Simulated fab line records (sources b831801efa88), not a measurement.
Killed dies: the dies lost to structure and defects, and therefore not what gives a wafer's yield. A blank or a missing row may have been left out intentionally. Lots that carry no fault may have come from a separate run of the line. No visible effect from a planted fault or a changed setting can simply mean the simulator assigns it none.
One fault seen from 2 desks -- flow sky130 -- what lay behind the numbers comes last; until then each desk has only its own

## METROLOGY DESK
Lot by lot, what the gauges showed, no matter which tool ran the lot: averages of those sampled wafers that carry a number. Marked OUT: a lot whose mean sits more than 4 standard deviations from the usual mean, which makes it out of limits; the brackets give that distance.
Columns: A = VT_ADJUST_NCORE_OVL at SKY_VT_ADJUST_NCORE_OVL_MEAS_08, usual 0.6 nm; B = VT_ADJUST_HVTR_OVL at SKY_VT_ADJUST_HVTR_OVL_MEAS_08, usual -0.1 nm; C = POLY_GATE_OVL at SKY_POLY_GATE_OVL_MEAS_14, usual 3 nm
lot,first seen here,A,B,C
L389,day 8 08:23,0.1,1.0,5
L390,day 8 14:22,1.8,1.1,1
L391,day 9 04:32,0.1,-1.6,2
L393,day 9 13:03,-0.1,0.4,5
L394,day 10 01:33,1.5,1.3,6
L397,day 10 18:11,1.6,0.9,7
L398,day 11 05:03,-0.3,-0.9,10
L400,day 11 13:35,2.6,-1.5,8
L402,day 12 11:47,0.1,-0.3,4
L403,day 12 15:34,-0.4,1.3,5
L405,day 13 08:26,1.2,0.2,-3
L406,day 14 07:35,-0.8,-0.1,10
L408,day 14 10:55,1.8,-1.2,-0
L410,day 14 17:32,1.7,0.1,5
This desk's finding: nothing out of limits on any of the 14 lots.

## DESK OF THE TOOL OWNER: litho-track-04
Per lot that ran on this tool, the mean of the sampled wafers carrying a number, from the tool's own readings at SKY_POLY_GATE_SOFTBAKE_09 (time 90 s). Marked OUT: a lot whose mean sits more than 4 standard deviations from the usual mean, which makes it out of limits; the brackets give that distance.
Columns: A = heater-power-total-W at SKY_POLY_GATE_SOFTBAKE_09, usual 57.37 W; B = plate-temp-C at SKY_POLY_GATE_SOFTBAKE_09, usual 99.98 C
lot,first seen here,A,B
L389,day 15 14:00,57.33,99.91
L398,day 19 03:00,57.47,99.85
L402,day 20 15:00,57.28,99.97
L405,day 23 05:00,57.35,99.93
L406,day 23 06:00,57.82 (+4.1) OUT,100.62 (+5.3) OUT
L410,day 23 08:00,57.93 (+5.1) OUT,100.70 (+6.0) OUT
This desk's verdict: out of limits on L406, L410, starting with L406 at day 23 06:00 (heater-power-total-W at SKY_POLY_GATE_SOFTBAKE_09). In limits: L389, L398, L402, L405.

## TAKEN TOGETHER
The tool owner's desk could have raised an alarm at day 23 06:00, on L406, L410.
At the metrology desk, nothing out of limits was observed.
The metrology desk has L406, L410 on record, within its limits.
All the named lots went through SKY_POLY_GATE_SOFTBAKE_09 on litho-track-04.

## WHAT THE SIMULATOR HAD PUT IN
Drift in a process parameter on litho-track-04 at SKY_POLY_GATE_SOFTBAKE_09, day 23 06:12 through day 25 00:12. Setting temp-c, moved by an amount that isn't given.
Lots struck among those shown: L406, L410.
